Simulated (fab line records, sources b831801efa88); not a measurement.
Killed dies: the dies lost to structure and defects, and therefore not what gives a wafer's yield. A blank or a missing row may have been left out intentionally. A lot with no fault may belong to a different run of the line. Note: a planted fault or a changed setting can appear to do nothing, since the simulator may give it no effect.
Comparing a struck lot with a sound one	flow sky130	21 out of 708 route steps
Sound: wafers L133.3, L133.4, L133.6. Wafers struck: L141.1, L141.2, L141.3. The cause is named last.
For every step that has rows: the tool of each side, followed by ch and its chambers, followed by its first start. Under that, the readings that differ: sound wafers	struck wafers	difference of the means	sigmas: that difference in standard deviations of wafers without a fault.
alike: same words and numbers on both sides, and readings whose means sit less than 2 such deviations apart. not compared: any withheld reading, any reading some wafer has no value for, any bound like >300 that may hide the same value, and any number with overlapping values for which the record gives no deviation.
Wherever a step has rows on one side only, a row that says differs or no value, or a row with sigmas, the two part there. Non-overlapping numbers with no deviation appear without sigmas and do not part them. Lack of a reading on every wafer of one side parts them only where that side has two or more wafers.

first, 4 steps without rows for these wafers: SKY_NWELL_SOFTBAKE_06; SKY_NWELL_EXPOSE_07 (exposes mask NWM, target cd 840 nm); SKY_NWELL_PEB_08; SKY_NWELL_DEVELOP_09 (develop time 60 s).
SKY_NWELL_OVL_MEAS_10:
  struck on overlay-02, day 9 10:58; sound on overlay-02, day 7 06:29
  alike: NWELL_00_OVL
then, 3 steps without rows for these wafers: SKY_NWELL_IMPLANT_11; SKY_NWELL_IMPLANT_12; SKY_NWELL_IMPLANT_13.
SKY_NWELL_STRIP_14: strips in O2/N2.
  sound on plasmaAsher-01 ch 0,1, day 7 07:00; struck on plasmaAsher-04 ch 0,1, day 9 11:28
  alike: drypumpMotorCurrentA, oesProductAu, stripTimeToEndpointS
  not compared: rfHoursCounterH
SKY_NWELL_TW_MEAS_15:
  struck on filmMetro-01, day 9 11:34; sound on filmMetro-02, day 7 07:05
  alike: NWELL_TW
then, 2 steps without rows for these wafers: SKY_NWELL_DEHYDRATE_16 (time 60 s); SKY_NWELL_HMDS_17 (prime time 60 s).
SKY_NWELL_COAT_18: resist thk 3000 nm.
  sound on lithoTrack-03 ch 0, day 7 16:31; struck on lithoTrack-03 ch 0, day 9 22:31
reading	sound	struck	difference	sigmas
model.coat_of_NWELL_COAT_18.thkNm (nm)	2991 2999 2987	819.6 820.9 819.7	-2172.3	
then, 3 steps without rows for these wafers: SKY_NWELL_SOFTBAKE_19; SKY_NWELL_EXPOSE_20 (exposes mask NWM COMPLEMENT, target cd 840 nm); SKY_NWELL_PEB_21.
SKY_NWELL_DEVELOP_22: develop time 60 s.
  sound: lithoTrack-03 ch 0; struck: lithoTrack-03 ch 0
reading	sound	struck	difference	sigmas
model.coat_of_NWELL_COAT_18.thkNm (nm)	2987 2995 2983	815.3 816.7 815.5	-2172.5	
SKY_NWELL_OVL_MEAS_23:
  struck on overlay-02, day 10 11:04; sound on overlay-01, day 8 02:50
  alike: NWELL_01_OVL
then, 1 step without rows for these wafers: SKY_NWELL_IMPLANT_24.
SKY_NWELL_STRIP_25: strips in O2/N2.
  sound on plasmaAsher-01 ch 0,1, day 8 03:02; struck on plasmaAsher-03 ch 0,1, day 10 11:15
reading	sound	struck	difference	sigmas
oesProductAu (a.u.)	0.713 0.719 0.725	0.690 0.695 0.693	-0.026	-6
stripTimeToEndpointS (s)	36.79 36.90 36.77	11.17 11.18 11.18	-25.64	-99 or more
  alike: drypumpMotorCurrentA
  not compared: rfHoursCounterH
SKY_NWELL_TW_MEAS_26:
  struck on filmMetro-01, day 10 11:21; sound on filmMetro-01, day 8 03:08
  alike: NWELL_2_TW

WHERE THEY PART
Only at SKY_NWELL_STRIP_25, within this record. Later steps at which nothing parts them and some readings are alike: SKY_NWELL_TW_MEAS_26.

WHY: the cause the simulator had injected
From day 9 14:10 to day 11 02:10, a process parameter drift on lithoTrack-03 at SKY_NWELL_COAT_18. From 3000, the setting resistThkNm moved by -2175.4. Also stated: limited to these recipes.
